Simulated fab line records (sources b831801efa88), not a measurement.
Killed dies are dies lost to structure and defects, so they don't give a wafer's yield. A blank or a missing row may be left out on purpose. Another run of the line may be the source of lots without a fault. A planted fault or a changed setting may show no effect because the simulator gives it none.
Comparing a struck lot with a sound one + flow sky130 + 17 out of 708 route steps
Sound: wafers L959.2, L959.3, L959.6. Struck: wafer L963.3. (L963.1, L963.5 of the same lot were not struck and are left out.) The cause comes at the end.
Per side, at each step with rows, come the tool, then ch with its chambers, and then its first start. Under that, the readings that differ: sound wafers + struck wafers + difference of the means + sigmas: that difference in standard deviations of wafers without a fault.
alike: same words and numbers on both sides, and readings whose means sit less than 2 such deviations apart. not compared: any withheld reading, any reading some wafer has no value for, any bound like >300 that may hide the same value, and any number with overlapping values for which the record gives no deviation.
The two part at a step that has a row with sigmas, a row that says differs or no value, or rows on one side only. Numbers that have no deviation but don't overlap get no sigmas and don't part them. A reading missing from all wafers of one side parts the sides only when that side holds two or more wafers.

first, 2 steps without rows for these wafers: SKY_LOCAL_INTERCONNECT_PEB_09; SKY_LOCAL_INTERCONNECT_DEVELOP_10 (develop time 60 s).
SKY_LOCAL_INTERCONNECT_CD_MEAS_11 targets a cd of 170 nm.
  struck on cd sem-02, day 34 15:43; sound on cd sem-01, day 33 16:38
  alike: cd nm
SKY_LOCAL_INTERCONNECT_OVL_MEAS_12:
  struck on overlay-02, day 34 15:50; sound on overlay-01, day 33 16:45
  alike: LOCAL_INTERCONNECT_OVL
SKY_LOCAL_INTERCONNECT_ETCH_13: etches BARC in N2/H2, stops on SiO2, time 45.9 s, target depth 60 nm.
  sound on rie metal-03 ch 0,1, day 33 16:47; struck on rie metal-01 ch 1, day 34 15:52
  alike: drypump motor current A, oes product au, throttle valve pct
  not compared: rf hours counter h
SKY_LOCAL_INTERCONNECT_METAL_ETCH_14: etches TiN in Cl2/BCl3, stops on PSG, target depth 110 nm, time 31.4 s.
  sound on rie metal-03 ch 0,1, day 33 16:50; struck on rie metal-01 ch 1, day 34 15:56
  alike: drypump motor current A, oes product au, throttle valve pct
  not compared: rf hours counter h
SKY_LOCAL_INTERCONNECT_STRIP_15: strips in O2/N2.
  sound on plasma asher-04 ch 0,1, day 33 16:53; struck on plasma asher-03 ch 0, day 34 15:59
  alike: drypump motor current A, oes product au, strip time to endpoint s
  not compared: rf hours counter h
then, 3 steps without rows for these wafers: SKY_LOCAL_INTERCONNECT_STRIP_16 (strips in post etch residue remover, time 1200 s); SKY_LOCAL_INTERCONNECT_CLEAN_17 (cleans in IPA, time 180 s); SKY_LOCAL_INTERCONNECT_CLEAN_18 (cleans in O3/DIW).
SKY_CONTACT_CVD_00: deposits Si3N4, target thk 75 nm.
  sound on pecvd-02 ch 0,1,2, day 33 17:32; struck on pecvd-03 ch 1, day 34 16:34
| reading            | sound       | struck | difference | sigmas |
|--------------------|-------------|--------|------------|--------|
| heater power w (W) | 603 590 670 | 815    | +194       | +2     |
SKY_CONTACT_THK_MEAS_01:
  struck on film metro-03, day 34 16:37; sound on film metro-03, day 33 17:35
  alike: CONTACT_CVD_00_THK
SKY_CONTACT_HDPCVD_02: deposits SiO2, target thk 565 nm, time 94.2 s.
  sound on hdpcvd-02 ch 1,2, day 33 17:38; struck on hdpcvd-02 ch 2, day 34 16:40
| reading                                     | sound             | struck | difference | sigmas |
|---------------------------------------------|-------------------|--------|------------|--------|
| run length s (s)                            | 122.7 122.6 122.8 | 102.7  | -20.0      | -34    |
| model.SiO2_of_CONTACT_HDPCVD_02.thk nm (nm) | 562.6 568.2 570.4 | 437.2  | -129.9     |        |
SKY_CONTACT_THK_MEAS_03:
  struck on film metro-02, day 34 16:44; sound on film metro-02, day 33 17:43
| reading                 | sound       | struck | difference | sigmas |
|-------------------------|-------------|--------|------------|--------|
| CONTACT_HDPCVD_THK (nm) | 562 568 570 | 437    | -130       | -19    |
SKY_CONTACT_CMP_04: polishes SiO2.
  sound on cmp-02 ch 0,1,3, day 33 17:52; struck on cmp-02 ch 1, day 34 16:48
| reading                | sound    | struck | difference | sigmas |
|------------------------|----------|--------|------------|--------|
| time to endpoint s (s) | 80 76 86 | 33     | -48        | -7     |
  alike: motor current A, slurry filter dp kPa
SKY_CONTACT_BOW_MEAS_05:
  struck on film metro-04, day 34 17:06; sound on film metro-02, day 33 18:05
  alike: CONTACT_BOW
-- the record jumps here: 14 days lie between the struck wafers' starts before and after (it left off in module CONTACT and takes up again in module PAD_OPEN, whose first step shown is number 708 of the route) --
SKY_PAD_OPEN_PROBE_99:
  struck on prober-01, day 49 01:48; sound on prober-01, day 48 09:20
| reading            | sound    | struck | difference | sigmas |
|--------------------|----------|--------|------------|--------|
| killed_at_M0_to_M3 | 38 37 36 | 55     | +18        | +3     |
| killed dies        | 76 81 71 | 96     | +20        | +2     |
| killed open        | 39 41 35 | 55     | +17        | +2     |
  alike: killed_at_M4_up, killed at contacts, killed at front end, killed at other, killed short

## WHERE THEY PART
First at SKY_CONTACT_CVD_00; last, within this record, at SKY_PAD_OPEN_PROBE_99.

WHY: the cause the simulator had injected
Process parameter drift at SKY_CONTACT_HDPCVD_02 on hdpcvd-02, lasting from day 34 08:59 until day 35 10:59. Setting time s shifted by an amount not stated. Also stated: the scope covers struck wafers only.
